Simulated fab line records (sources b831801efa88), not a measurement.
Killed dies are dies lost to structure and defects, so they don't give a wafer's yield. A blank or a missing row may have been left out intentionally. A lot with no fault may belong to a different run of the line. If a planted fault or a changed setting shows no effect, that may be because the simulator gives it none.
2 desks looking at one fault / flow sky130 / what lay behind the numbers comes last; until then each desk has only its own

== METROLOGY DESK ==
Means of the sampled wafers that have a number, per lot and without regard to the tool the lot ran on: this is what the gauges read. Any lot whose mean is over 4 standard deviations away from the usual mean is out of limits and marked OUT; that distance is given in the brackets.
Columns: A = RES_XHIGH_TW at SKY_RES_XHIGH_TW_MEAS_09, usual 1642; B = cd-nm at SKY_SD_N_CD_MEAS_07, usual 379.2 nm
lot=L722; first seen here=day 26 10:25; A=1628; B=379.1
lot=L726; first seen here=day 27 21:12; A=1640; B=375.8
lot=L727; first seen here=day 28 04:46; A=1635; B=385.5
lot=L729; first seen here=day 29 13:53; A=1649; B=384.0
lot=L730; first seen here=day 29 15:17; A=1652; B=381.4
lot=L740; first seen here=day 32 15:11; A=1641; B=378.5
lot=L744; first seen here=day 34 00:56; A=1647; B=379.4
This desk's verdict: no lot among the 7 shows anything out of limits.

== THE TOOL OWNER'S DESK: litho-track-04 ==
The tool's own readings at SKY_SD_N_DEVELOP_06 (develop time 60 s): means of the sampled wafers that have a number, for each lot that ran on this tool. Any lot whose mean is over 4 standard deviations away from the usual mean is out of limits and marked OUT; that distance is given in the brackets.
Columns: A = developer-temp-C at SKY_SD_N_DEVELOP_06, usual 23.01 C; B = resist-line-temp-C at SKY_SD_N_DEVELOP_06, usual 23.00 C
lot=L727; first seen here=day 29 10:01; A=22.08 (-9.3) OUT; B=23.04
lot=L729; first seen here=day 30 17:34; A=22.12 (-8.9) OUT; B=23.04
lot=L730; first seen here=day 30 18:28; A=22.10 (-9.1) OUT; B=22.91
lot=L744; first seen here=day 35 02:17; A=23.17; B=23.04
This desk's verdict: out of limits on L727, L729, L730, starting with L727 at day 29 10:01 (developer-temp-C at SKY_SD_N_DEVELOP_06). Within limits: L744.

== ALL TOGETHER ==
The tool owner's desk had the chance to raise an alarm at day 29 10:01 on L727, L729, L730.
Nothing out of limits was seen by the metrology desk.
The metrology desk has L727, L729, L730 on record, within its limits.
Every lot named ran SKY_SD_N_DEVELOP_06 on litho-track-04.

== WHAT THE SIMULATOR HAD PUT IN ==
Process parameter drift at SKY_SD_N_DEVELOP_06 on litho-track-04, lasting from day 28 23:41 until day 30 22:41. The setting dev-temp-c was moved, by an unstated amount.
Lots struck among those shown: L727, L729, L730.
Time in hours from fault onset to the first out-of-limits reading at each desk: the tool owner's desk, 10.
